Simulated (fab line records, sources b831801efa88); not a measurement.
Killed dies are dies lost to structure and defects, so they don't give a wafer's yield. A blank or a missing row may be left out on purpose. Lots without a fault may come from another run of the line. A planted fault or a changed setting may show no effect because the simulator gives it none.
fab line records | flow sky130
record lots=7 wafers=21 last_day=50
route steps=708 shown VT_ADJUST_HVTR@139 VT_ADJUST_PCH@143 SONOS_TUNNEL@154 PAD_OPEN@708
lots that met no fault: from a run of the same line without faults
start_h: hours from the record's first day to the start of the lot's first wafer shown | wait_h: hours since the lot's step before | " the same as in the row above | L1.1+2: a row that stands for several wafers | - no value, or no start given | * or withheld: withheld | < > ~ a bound
route shown NAME@n: a module of which the file shows steps, and the number in the route of the first | usual: mean/standard deviation of fault-free wafers | same: alike in all rows | chamber/n: place in a boat | sites: the reading at each site | _std_site: their standard deviation | _edge_site: outer sites' mean less inner sites' | radius_mm: how far each site lies from the wafer's centre | mask NAME#n: copy n | behind: the tool/chamber that last shaped the wafer | hold: why the lot was held/for how many hours/how that ended | device: the transistor (n, p or np) that didn't switch | end of line: the same wafers' tests at the end of the route | a step without rows: its recipe alone | killed: dies lost to structure and defects at the first sort, not the wafer's yield | map: a wafer's dies, x killed, . not, _ none there
set.NAME: the setting as run; set.NAME@STEP: as run at that earlier step | model.NAME: the simulator's own value behind a step, which no gauge read
lots at some steps of the route; a table a step, a row a wafer
services: from which hour (start_h, from the record's first day; less than 0 if before it) a tool's chamber was out of use, for how many hours, and why
## steps
# step SKY_VT_ADJUST_HVTR_OVL_MEAS_08
# usual VT_ADJUST_HVTR_OVL=0.0/1.6
# columns lot.wafer tool chamber start_h wait_h VT_ADJUST_HVTR_OVL[nm]
L125.1 overlay-02 - 230.66 0.1 0.6
L125.2 " - " " 0.0
L125.4 " - " " 1.7
L128.1 overlay-02 - 249.34 0.1 2.7
L128.2 " - " " 2.4
L128.3 " - " " 4.5
L134.2 overlay-02 - 288.79 0.1 2.3
L134.5 " - " " 1.3
L134.6 " - " " 1.2
L135.2 overlay-02 - 296.04 0.1 1.3
L135.5 " - " " 1.5
L135.6 " - " " 2.2
L136.2 overlay-02 - 301.74 0.1 3.1
L136.4 " - " " 2.7
L136.6 " - " " 1.4
L143.2 overlay-01 - 358.04 0.1 -1.6
L143.5 " - " " -2.0
L143.6 " - " " -0.2
L144.1 overlay-02 - 358.99 0.1 -0.5
L144.2 " - " " 1.0
L144.4 " - " " -0.8
# step SKY_VT_ADJUST_HVTR_IMPLANT_09
# recipe species=B energy_kev=10 dose_cm2=2.1e+12 tilt_deg=withheld
# step SKY_VT_ADJUST_HVTR_STRIP_10
# recipe chemistry=O2/N2 power_w=1400 pressure_mtorr=1500 platen_temp_c=withheld o2_flow_sccm=3000 n2_flow_sccm=300 overash_fraction=0.5
# usual drypump_motor_current_A=5.81/0.16 oes_product_au=0.716/0.0044 strip_time_to_endpoint_s=14.17/0.036
# columns lot.wafer tool chamber start_h wait_h drypump_motor_current_A oes_product_au rf_hours_counter_h strip_time_to_endpoint_s
L125.1 plasma_asher-01 1 230.84 0.1 5.79 0.717 55 14.11
L125.2 " 0 " " 5.55 0.717 55 14.13
L125.4 " 1 " " 5.73 0.724 - 14.13
L128.1 plasma_asher-02 1 249.52 0.1 5.75 0.713 43 14.17
L128.2 " 0 " " 5.98 0.718 43 14.17
L128.3 " 1 " " 5.75 0.714 - 14.15
L134.2 plasma_asher-02 1 288.97 0.1 5.69 0.713 47 14.14
L134.5 " 1 " " 5.70 0.723 - 14.17
L134.6 " 0 " " 5.96 0.721 - 14.14
L135.2 plasma_asher-04 0 296.22 0.1 6.05 0.715 19 14.20
L135.5 " 0 " " 6.03 0.710 - 14.18
L135.6 " 1 " " 5.76 0.716 - 14.15
L136.2 plasma_asher-02 0 301.92 0.1 5.95 0.721 49 14.18
L136.4 " 1 " " 5.74 0.716 - 14.20
L136.6 " 1 " " 5.75 0.724 - 14.21
L143.2 plasma_asher-02 1 358.22 0.1 5.76 0.716 54 14.17
L143.5 " 1 " " 5.72 0.717 - 14.20
L143.6 " 0 " " 5.94 0.720 - 14.21
L144.1 plasma_asher-02 1 359.17 0.1 5.78 0.714 54 14.20
L144.2 " 0 " " 5.95 0.715 54 14.20
L144.4 " 0 " " 5.97 0.718 - 14.14
# step SKY_VT_ADJUST_HVTR_TW_MEAS_11
# usual VT_ADJUST_HVTR_TW=212/3
# columns lot.wafer tool chamber start_h wait_h VT_ADJUST_HVTR_TW
L125.1 film_metro-03 - 230.94 0.1 210
L125.2 " - " " 210
L125.4 " - " " 209
L128.1 film_metro-02 - 249.62 0.1 217
L128.2 " - " " 216
L128.3 " - " " 217
L134.2 film_metro-01 - 289.08 0.1 211
L134.5 " - " " 211
L134.6 " - " " 211
L135.2 film_metro-02 - 296.33 0.1 214
L135.5 " - " " 215
L135.6 " - " " 215
L136.2 film_metro-03 - 302.03 0.1 208
L136.4 " - " " 209
L136.6 " - " " 209
L143.2 film_metro-01 - 358.33 0.1 209
L143.5 " - " " 208
L143.6 " - " " 209
L144.1 film_metro-03 - 359.27 0.1 211
L144.2 " - " " 210
L144.4 " - " " 210
# step SKY_VT_ADJUST_PCH_DEHYDRATE_00
# recipe temp_c=200 time_s=60
# step SKY_VT_ADJUST_PCH_HMDS_01
# recipe prime_time_s=60 prime_temp_c=120
# step SKY_VT_ADJUST_PCH_COAT_02
# recipe spin_rpm=2000 resist_thk_nm=3000
# step SKY_VT_ADJUST_PCH_SOFTBAKE_03
# recipe temp_c=110 time_s=withheld
# step SKY_VT_ADJUST_PCH_EXPOSE_04
# recipe mask_id=NWM na=0.6 source_shape=conventional sigma_outer=0.6 polarization=unpolarized target_cd_nm=840 dose_mj=255
# step SKY_VT_ADJUST_PCH_PEB_05
# recipe temp_c=115 time_s=withheld
# step SKY_VT_ADJUST_PCH_DEVELOP_06
# recipe wall_angle_deg=90 developer=TMAH develop_time_s=60 dev_temp_c=23
# step SKY_VT_ADJUST_PCH_OVL_MEAS_07
# usual VT_ADJUST_PCH_OVL=0.8/1.5
# columns lot.wafer tool chamber start_h wait_h VT_ADJUST_PCH_OVL[nm]
L125.1 overlay-02 - 253.87 - 3.1
L125.2 " - " " 2.9
L125.4 " - " " 2.5
L128.1 overlay-01 - 273.51 - 1.9
L128.2 " - " " 0.8
L128.3 " - " " 0.8
L134.2 overlay-01 - 314.90 - 0.3
L134.5 " - " " 1.3
L134.6 " - " " 1.3
L135.2 overlay-02 - 322.55 - 0.1
L135.5 " - " " -1.8
L135.6 " - " " -0.5
L136.2 overlay-02 - 328.65 - -0.4
L136.4 " - " " 2.8
L136.6 " - " " 0.7
L143.2 overlay-01 - 385.97 - 0.7
L143.5 " - " " 1.9
L143.6 " - " " 1.3
L144.1 overlay-02 - 387.11 - 0.6
L144.2 " - " " 0.8
L144.4 " - " " -0.9
# step SKY_VT_ADJUST_PCH_IMPLANT_08
# recipe species=B energy_kev=10 dose_cm2=5e+11 tilt_deg=withheld
# usual dose_ions_cm2=5.001e+11/5.6e+08 end_station_pressure_torr=5.04e-06/2.7e-07 faraday_current_uA=2.82/0.055
# columns lot.wafer tool chamber start_h wait_h dose_ions_cm2 end_station_pressure_torr faraday_current_uA
L125.1 implanter-03 0 253.90 0.0 5.006e+11 5.32e-06 2.91
L125.2 " 0 " " 5.008e+11 5.07e-06 2.83
L125.4 " 0 " " 5.005e+11 5.22e-06 2.88
L128.1 implanter-02 0 273.54 0.0 5.002e+11 4.9e-06 2.67
L128.2 " 0 " " 5.002e+11 4.46e-06 2.79
L128.3 " 0 " " 5.01e+11 5.11e-06 2.84
L134.2 implanter-02 0 314.95 0.0 9.166e+11 5.16e-06 5.15
L134.5 " 0 " " 9.167e+11 5.32e-06 5.26
L134.6 " 0 " " 9.17e+11 5.31e-06 5.05
L135.2 implanter-02 0 322.60 0.0 9.164e+11 5.6e-06 5.10
L135.5 " 0 " " 9.162e+11 4.99e-06 4.99
L135.6 " 0 " " 9.165e+11 4.91e-06 5.43
L136.2 implanter-02 0 328.70 0.0 9.158e+11 4.49e-06 5.12
L136.4 " 0 " " 9.164e+11 4.8e-06 4.90
L136.6 " 0 " " 9.164e+11 4.42e-06 5.04
L143.2 implanter-01 0 386.03 0.0 4.997e+11 5.58e-06 2.88
L143.5 " 0 " " 5.001e+11 5.46e-06 2.88
L143.6 " 0 " " 4.997e+11 5.34e-06 2.83
L144.1 implanter-03 0 387.14 0.0 5.004e+11 5.06e-06 2.77
L144.2 " 0 " " 5.002e+11 5.34e-06 2.82
L144.4 " 0 " " 4.997e+11 4.91e-06 2.85
# step SKY_VT_ADJUST_PCH_STRIP_09
# recipe chemistry=O2/N2 power_w=1400 pressure_mtorr=1500 platen_temp_c=withheld o2_flow_sccm=3000 n2_flow_sccm=300 overash_fraction=0.5
# usual drypump_motor_current_A=5.68/0.23 oes_product_au=0.722/0.0042 strip_time_to_endpoint_s=36.93/0.096
# columns lot.wafer tool chamber start_h wait_h drypump_motor_current_A oes_product_au rf_hours_counter_h strip_time_to_endpoint_s
L125.1 plasma_asher-02 0 254.05 0.1 5.94 0.717 43 36.76
L125.2 " 1 " " 5.71 0.721 43 36.84
L125.4 " 0 " " 5.95 0.719 - 36.65
L128.1 plasma_asher-02 1 273.69 0.1 5.73 0.720 46 37.02
L128.2 " 0 " " 5.98 0.724 46 37.03
L128.3 " 0 " " 5.99 0.723 - 36.87
L134.2 plasma_asher-02 1 315.08 0.1 5.74 0.729 50 36.85
L134.5 " 1 " " 5.77 0.725 - 36.88
L134.6 " 0 " " 5.97 0.724 - 36.93
L135.2 plasma_asher-01 0 322.73 0.1 5.57 0.722 64 37.13
L135.5 " 1 " " 5.75 0.725 - 37.06
L135.6 " 0 " " 5.57 0.723 - 37.09
L136.2 plasma_asher-03 0 328.83 0.1 5.83 0.718 57 36.94
L136.4 " 0 " " 5.82 0.721 - 36.93
L136.6 " 0 " " 5.81 0.721 - 36.89
L143.2 plasma_asher-02 0 386.15 0.1 5.94 0.726 57 36.85
L143.5 " 0 " " 5.95 0.722 - 36.91
L143.6 " 1 " " 5.73 0.721 - 36.91
L144.1 plasma_asher-02 1 387.29 0.1 5.77 0.724 57 37.02
L144.2 " 0 " " 5.96 0.723 57 37.03
L144.4 " 0 " " 5.97 0.721 - 37.00
# step SKY_VT_ADJUST_PCH_TW_MEAS_10
# usual VT_ADJUST_PCH_TW=143.7/1.8
# columns lot.wafer tool chamber start_h wait_h VT_ADJUST_PCH_TW
L125.1 film_metro-02 - 254.15 0.1 146.0
L125.2 " - " " 146.9
L125.4 " - " " 146.3
L128.1 film_metro-04 - 273.79 0.1 144.0
L128.2 " - " " 143.7
L128.3 " - " " 143.2
L134.2 film_metro-02 - 315.19 0.1 171.0
L134.5 " - " " 170.7
L134.6 " - " " 171.6
L135.2 film_metro-04 - 322.84 0.1 167.1
L135.5 " - " " 167.7
L135.6 " - " " 166.6
L136.2 film_metro-02 - 328.94 0.1 170.6
L136.4 " - " " 170.7
L136.6 " - " " 170.5
L143.2 film_metro-02 - 386.26 0.1 144.4
L143.5 " - " " 144.6
L143.6 " - " " 145.4
L144.1 film_metro-04 - 387.39 0.1 142.4
L144.2 " - " " 143.5
L144.4 " - " " 142.5
# step SKY_SONOS_TUNNEL_DEHYDRATE_00
# recipe temp_c=200 time_s=60
# step SKY_PAD_OPEN_PROBE_99
# usual killed_at_M0_to_M3=43/6.8 killed_at_M4_up=3.3/1.9 killed_at_contacts=24/5.3 killed_at_front_end=14/4.3 killed_at_other=0.3/0.62 killed_dies=85/9.8 killed_open=46/8 killed_short=39/5.9
# same gross_dies=492 killed_at_back_side=0
# columns lot.wafer tool chamber start_h wait_h killed_at_M0_to_M3 killed_at_M4_up killed_at_contacts killed_at_front_end killed_at_other killed_dies killed_open killed_short model.etest.nfet_16v.r_on_ohm_um model.etest.pfet_g5v0d10v5.r_on_ohm_um model.etest.tip_p.rs_ohm_sq model.etest.tip_p_5v.rs_ohm_sq model.etest.pfet_g5v0d10v5.drive_ua_um model.etest.pfet_01v8_lvt.drive_ua_um model.etest.pfet_16v.drive_ua_um model.etest.pfet_01v8.drive_ua_um
L125.1 prober-02 - 1112.87 0.1 26 2 30 15 0 73 43 30 1.396e+04 4756 6986 2854 344.3 175.5 248.1 185.8
L125.2 prober-02 - 1112.92 0.1 31 4 21 12 0 68 30 38 1.383e+04 4674 6959 2876 347.3 178 249.8 198
L125.4 prober-02 - 1113.02 0.2 52 2 24 14 0 92 58 34 1.398e+04 4660 6940 2862 347.2 179.8 244 199
L128.1 prober-01 - 1134.21 0.1 36 3 22 6 0 67 40 27 1.405e+04 4806 6926 2862 337.8 172.3 242.8 192.9
L128.2 prober-01 - 1134.26 0.1 42 1 21 6 0 70 35 35 1.421e+04 4908 6965 2871 334.8 169.7 239.5 187.7
L128.3 prober-01 - 1134.31 0.2 42 5 30 12 0 89 50 39 1.432e+04 4884 6936 2858 334.5 172.3 241.1 191.9
L134.2 prober-01 - 1162.31 0.1 48 3 24 14 0 89 40 49 1.522e+04 4694 6741 2792 351.8 183.8 255.2 192.4
L134.5 prober-01 - 1162.46 0.2 50 3 19 14 0 86 38 48 1.511e+04 4677 6764 2802 353.3 185.2 249.2 194.8
L134.6 prober-01 - 1162.51 0.2 43 2 24 17 0 86 42 44 1.49e+04 4651 6763 2808 351.9 186.3 255.2 196.9
L135.2 prober-02 - 1172.60 0.1 35 4 13 15 0 67 39 28 1.508e+04 4502 6666 2789 364.7 191.9 250.4 208.8
L135.5 prober-02 - 1172.75 0.2 46 1 24 15 2 88 42 46 1.49e+04 4497 6654 2816 369.3 191.6 248.7 210.1
L135.6 prober-02 - 1172.80 0.2 30 4 25 13 0 72 38 34 1.499e+04 4522 6641 2788 366.5 190.8 251.5 209.1
L136.2 prober-01 - 1177.71 0.1 32 3 25 20 0 80 44 36 1.438e+04 4505 6932 2805 363.9 188.6 264.2 197
L136.4 prober-01 - 1177.81 0.2 30 4 22 9 0 65 42 23 1.444e+04 4477 6915 2799 369.7 188.4 267.7 191.7
L136.6 prober-01 - 1177.91 0.2 45 8 27 27 0 107 61 46 1.44e+04 4492 6953 2810 363.5 193.4 266.8 200.4
L143.2 prober-02 - 1210.11 0.1 41 3 26 12 0 82 45 37 1.415e+04 4594 6848 2817 357.9 178.4 252.8 194
L143.5 prober-02 - 1210.26 0.2 42 2 23 8 0 75 41 34 1.444e+04 4693 6914 2841 345.6 179.8 249.2 198
L143.6 prober-02 - 1210.31 0.2 42 3 23 19 0 87 48 39 1.425e+04 4695 6858 2862 348.3 174.4 246.9 186
L144.1 prober-01 - 1210.83 0.1 47 3 15 10 0 75 31 44 1.43e+04 4748 6972 2903 342.4 173.2 242.4 184.3
L144.2 prober-01 - 1210.88 0.1 63 4 18 11 0 96 53 43 1.454e+04 4850 6933 2898 329.5 172.8 238.3 189.4
L144.4 prober-01 - 1210.98 0.2 50 6 21 12 0 89 48 41 1.429e+04 4834 6960 2874 340.4 174 243.2 186.5
# killed by level:class
L125.1 CONTACT:geometric_particle:open=16 VIA1:geometric_particle:open=9 LOCAL_INTERCONNECT:geometric_particle:short=8 FIELD_ISO:geometric_particle:open=4 POLY_GATE:geometric_particle:short=3 SPACER:geometric_particle:open=3 LI_CONTACT:geometric_particle:open=3 METAL1:geometric_particle:short=3
L125.2 LI_CONTACT:geometric_particle:open=7 VIA1:geometric_particle:open=6 SPACER:geometric_particle:short=5 VIA1:geometric_particle:short=5 CONTACT:geometric_particle:open=5 METAL1:geometric_particle:short=5 METAL2:geometric_particle:short=4 CONTACT:geometric_particle:short=4
L125.4 VIA1:geometric_particle:open=13 CONTACT:geometric_particle:open=10 VIA1:geometric_particle:short=7 POLY_GATE:geometric_particle:open=6 VIA3:geometric_particle:open=6 LI_CONTACT:geometric_particle:open=6 VIA2:geometric_particle:open=6 VIA3:geometric_particle:short=5
L128.1 VIA1:geometric_particle:open=13 LI_CONTACT:geometric_particle:open=9 CONTACT:geometric_particle:open=5 VIA3:geometric_particle:short=5 CONTACT:geometric_particle:short=4 METAL1:geometric_particle:short=4 VIA2:geometric_particle:open=4 VIA2:geometric_particle:short=3
L128.2 VIA1:geometric_particle:open=13 METAL1:geometric_particle:short=7 CONTACT:geometric_particle:open=7 METAL2:geometric_particle:short=6 VIA1:geometric_particle:short=5 VIA2:geometric_particle:open=5 CONTACT:geometric_particle:short=4 LI_CONTACT:geometric_particle:short=3
L128.3 VIA1:geometric_particle:open=11 LI_CONTACT:geometric_particle:open=10 VIA3:geometric_particle:open=8 CONTACT:geometric_particle:short=7 LOCAL_INTERCONNECT:geometric_particle:short=5 METAL2:geometric_particle:short=5 LI_CONTACT:geometric_particle:short=4 POLY_GATE:geometric_particle:short=4
L134.2 VIA1:geometric_particle:open=9 METAL2:geometric_particle:short=9 LOCAL_INTERCONNECT:geometric_particle:short=7 CONTACT:geometric_particle:open=7 POLY_GATE:geometric_particle:open=6 METAL1:geometric_particle:short=6 POLY_GATE:geometric_particle:short=5 LI_CONTACT:geometric_particle:open=4
L134.5 VIA1:geometric_particle:open=11 METAL2:geometric_particle:short=11 CONTACT:geometric_particle:open=7 VIA1:geometric_particle:short=7 VIA2:geometric_particle:short=6 VIA3:geometric_particle:open=4 LI_CONTACT:geometric_particle:open=4 METAL3:geometric_particle:short=4
L134.6 VIA1:geometric_particle:open=15 CONTACT:geometric_particle:open=8 FIELD_ISO:geometric_particle:short=6 LOCAL_INTERCONNECT:geometric_particle:short=5 VIA1:geometric_particle:short=5 VIA3:geometric_particle:short=5 POLY_GATE:geometric_particle:short=4 LI_CONTACT:geometric_particle:open=4
L135.2 VIA1:geometric_particle:open=12 CONTACT:geometric_particle:open=5 VIA1:geometric_particle:short=5 VIA2:geometric_particle:open=5 POLY_GATE:geometric_particle:open=4 FIELD_ISO:geometric_particle:short=3 FIELD_ISO:geometric_particle:open=3 METAL2:geometric_particle:short=3
L135.5 CONTACT:geometric_particle:open=9 VIA3:geometric_particle:open=7 VIA2:geometric_particle:open=7 VIA1:geometric_particle:open=7 CONTACT:geometric_particle:short=7 VIA1:geometric_particle:short=7 METAL1:geometric_particle:short=6 VIA3:geometric_particle:short=6
L135.6 CONTACT:geometric_particle:open=8 LOCAL_INTERCONNECT:geometric_particle:short=7 LI_CONTACT:geometric_particle:open=5 VIA1:geometric_particle:open=5 VIA2:geometric_particle:short=5 VIA2:geometric_particle:open=5 POLY_GATE:geometric_particle:open=4 VIA3:geometric_particle:open=4
L136.2 CONTACT:geometric_particle:open=10 VIA1:geometric_particle:open=10 FIELD_ISO:geometric_particle:open=7 CONTACT:geometric_particle:short=6 FIELD_ISO:geometric_particle:short=4 LI_CONTACT:geometric_particle:open=4 VIA3:geometric_particle:open=4 METAL3:geometric_particle:short=4
L136.4 VIA1:geometric_particle:open=9 VIA2:geometric_particle:open=7 LI_CONTACT:geometric_particle:open=6 CONTACT:geometric_particle:open=6 LOCAL_INTERCONNECT:geometric_particle:short=5 FIELD_ISO:geometric_particle:open=4 VIA3:geometric_particle:open=4 METAL4:geometric_particle:short=3
L136.6 VIA1:geometric_particle:open=12 CONTACT:geometric_particle:open=11 VIA2:geometric_particle:open=10 FIELD_ISO:geometric_particle:short=8 LI_CONTACT:geometric_particle:open=8 FIELD_ISO:geometric_particle:open=5 LOCAL_INTERCONNECT:geometric_particle:short=5 METAL2:geometric_particle:short=5
L143.2 VIA1:geometric_particle:open=10 CONTACT:geometric_particle:open=9 LI_CONTACT:geometric_particle:open=8 VIA2:geometric_particle:open=7 LI_CONTACT:geometric_particle:short=5 POLY_GATE:geometric_particle:open=5 METAL1:geometric_particle:short=5 VIA1:geometric_particle:short=5
L143.5 VIA1:geometric_particle:open=9 LI_CONTACT:geometric_particle:open=7 CONTACT:geometric_particle:open=7 VIA2:geometric_particle:open=6 VIA2:geometric_particle:short=5 LOCAL_INTERCONNECT:geometric_particle:short=5 VIA3:geometric_particle:open=4 LI_CONTACT:geometric_particle:short=4
L143.6 CONTACT:geometric_particle:open=9 VIA3:geometric_particle:open=8 VIA1:geometric_particle:open=7 FIELD_ISO:geometric_particle:short=6 VIA2:geometric_particle:open=6 SPACER:geometric_particle:open=5 LI_CONTACT:geometric_particle:open=5 METAL2:geometric_particle:short=5
L144.1 METAL2:geometric_particle:short=8 CONTACT:geometric_particle:open=7 VIA2:geometric_particle:open=6 VIA3:geometric_particle:open=5 VIA1:geometric_particle:short=5 VIA1:geometric_particle:open=5 VIA2:geometric_particle:short=5 LOCAL_INTERCONNECT:geometric_particle:short=4
L144.2 VIA1:geometric_particle:open=16 VIA3:geometric_particle:open=10 VIA1:geometric_particle:short=7 VIA2:geometric_particle:open=7 VIA3:geometric_particle:short=6 CONTACT:geometric_particle:open=6 METAL2:geometric_particle:short=6 CONTACT:geometric_particle:short=4
L144.4 CONTACT:geometric_particle:open=13 VIA1:geometric_particle:open=11 VIA3:geometric_particle:open=10 METAL2:geometric_particle:short=7 VIA2:geometric_particle:open=5 METAL4:geometric_particle:short=5 FIELD_ISO:geometric_particle:short=4 CONTACT:geometric_particle:short=4
## services
# columns tool chamber start_h hours kind
plasma_asher-01 - 234.57 3.1 repair
plasma_asher-03 - 235.27 34.7 repair
implanter-01 - 259.31 0.5 repair
implanter-01 - 294.93 3.2 repair
implanter-02 - 305.00 3.7 pm
implanter-01 - 312.16 1.6 repair
implanter-02 - 362.09 16.7 pm
plasma_asher-03 - 376.78 28.1 pm
implanter-02 - 384.30 4.2 repair
## key
first_sign step=SKY_VT_ADJUST_PCH_IMPLANT_08 reading=dose_ions_cm2 direction=up sigmas=99+ usual=* struck=*
effect step=SKY_VT_ADJUST_PCH_IMPLANT_08 reading=faraday_current_uA direction=up sigmas=42 usual=2.82 struck=5.11
effect step=SKY_VT_ADJUST_PCH_TW_MEAS_10 reading=VT_ADJUST_PCH_TW direction=up sigmas=14 usual=143.7 struck=169.6
model_effect step=SKY_PAD_OPEN_PROBE_99 value=etest.nfet_16v.r_on_ohm_um without=1.42e+04 struck=1.482e+04
met_at SKY_VT_ADJUST_PCH_IMPLANT_08
struck_wafers L134.2,L134.5,L134.6,L135.2,L135.5,L135.6,L136.2,L136.4,L136.6
tester_left_out L134,L135,L136
onset_between 273.54 314.95
fault kind=process_parameter_drift tool=implanter-02 chamber=- onset_h=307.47 steps=SKY_VT_ADJUST_PCH_IMPLANT_08 channel=dose_cm2 offset=* shape=step end_h=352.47 acts_in=* stated=*
# tester_left_out: of these lots the tester's yield and bins aren't shown, on N5 and GAA mostly nor the transistor test; their killed dies are dies lost to structure and defects alone, not to doping, threshold or leakage, so they don't give the yield
